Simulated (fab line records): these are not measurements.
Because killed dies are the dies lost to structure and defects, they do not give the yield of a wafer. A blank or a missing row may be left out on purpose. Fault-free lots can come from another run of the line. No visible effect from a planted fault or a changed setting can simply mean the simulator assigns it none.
Matching of chambers :: flow sky130 :: SKY_VIA2_CMP_02 on cmp-01 has 4 sister chambers
The step polishes SiO2. 14 wafers are shown with their chamber, then 7 later ones without.

== WAFERS PAIRED WITH THEIR CHAMBERS ==
wafer: L771.2
chamber: 1
motor_current_A (A): 11.9
slurry_filter_dp_kPa (kPa): 13.51

wafer: L771.4
chamber: 2
motor_current_A (A): 12.6
slurry_filter_dp_kPa (kPa): 13.67

wafer: L771.6
chamber: 3
motor_current_A (A): 12.8
slurry_filter_dp_kPa (kPa): 13.72

wafer: L775.1
chamber: 3
motor_current_A (A): 13.0
slurry_filter_dp_kPa (kPa): 13.40

wafer: L775.4
chamber: 0
motor_current_A (A): 12.0
slurry_filter_dp_kPa (kPa): 13.80

wafer: L775.5
chamber: 1
motor_current_A (A): 12.1
slurry_filter_dp_kPa (kPa): 13.73

wafer: L776.1
chamber: 3
motor_current_A (A): 12.5
slurry_filter_dp_kPa (kPa): 13.55

wafer: L776.4
chamber: 0
motor_current_A (A): 14.0
slurry_filter_dp_kPa (kPa): 13.41

wafer: L776.6
chamber: 1
motor_current_A (A): 12.4
slurry_filter_dp_kPa (kPa): 13.53

wafer: L777.1
chamber: 1
motor_current_A (A): 12.9
slurry_filter_dp_kPa (kPa): 13.24

wafer: L777.3
chamber: 2
motor_current_A (A): 13.0
slurry_filter_dp_kPa (kPa): 13.31

wafer: L777.6
chamber: 1
motor_current_A (A): 12.6
slurry_filter_dp_kPa (kPa): 13.33

wafer: L780.1
chamber: 3
motor_current_A (A): 12.5
slurry_filter_dp_kPa (kPa): 13.56

wafer: L780.3
chamber: 2
motor_current_A (A): 12.9
slurry_filter_dp_kPa (kPa): 13.46

SIGNATURES (means of the wafers above)
reading: motor_current_A
chamber 0: 13.000
chamber 1: 12.380
chamber 2: 12.833
chamber 3: 12.700
scatter within a chamber: 0.538

reading: slurry_filter_dp_kPa
chamber 0: 13.6050
chamber 1: 13.4680
chamber 2: 13.4800
chamber 3: 13.5575
scatter within a chamber: 0.184
Rule: a wafer's distance from a chamber is the root of the sum, over the readings, of the square of ((its reading less the chamber's mean) divided by the reading's scatter). The wafer belongs to the nearest chamber; if the next one is less than 2 further off, it can't be placed. The scatter: the root of (the sum of the squares of (reading less its chamber's mean) over the shown wafers, divided by (wafers less chambers)).

== WAFERS WITHOUT THEIR CHAMBER ==
wafer: L780.4
motor_current_A (A): 12.5
slurry_filter_dp_kPa (kPa): 13.78

wafer: L783.2
motor_current_A (A): 12.3
slurry_filter_dp_kPa (kPa): 13.76

wafer: L783.4
motor_current_A (A): 12.1
slurry_filter_dp_kPa (kPa): 13.39

wafer: L783.5
motor_current_A (A): 12.4
slurry_filter_dp_kPa (kPa): 13.49

wafer: L787.1
motor_current_A (A): 12.9
slurry_filter_dp_kPa (kPa): 13.72

wafer: L787.2
motor_current_A (A): 12.8
slurry_filter_dp_kPa (kPa): 13.42

wafer: L787.3
motor_current_A (A): 13.3
slurry_filter_dp_kPa (kPa): 13.69

== EACH ONE'S CHAMBER ==
wafer: L780.4
from the rows above: can't be placed: 3 or 0 or 1 or 2
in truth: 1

wafer: L783.2
from the rows above: can't be placed: 3 or 0 or 1 or 2
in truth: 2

wafer: L783.4
from the rows above: can't be placed: 1 or 3 or 2 or 0
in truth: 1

wafer: L783.5
from the rows above: can't be placed: 1 or 3 or 2 or 0
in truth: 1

wafer: L787.1
from the rows above: can't be placed: 0 or 3 or 2 or 1
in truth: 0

wafer: L787.2
from the rows above: can't be placed: 2 or 3 or 1 or 0
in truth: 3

wafer: L787.3
from the rows above: can't be placed: 0 or 3 or 2 or 1
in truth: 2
Correctly placed: 0 of 7. These rows do not allow placing 7 (true chamber among the candidates in 7). Wrongly placed: 0.
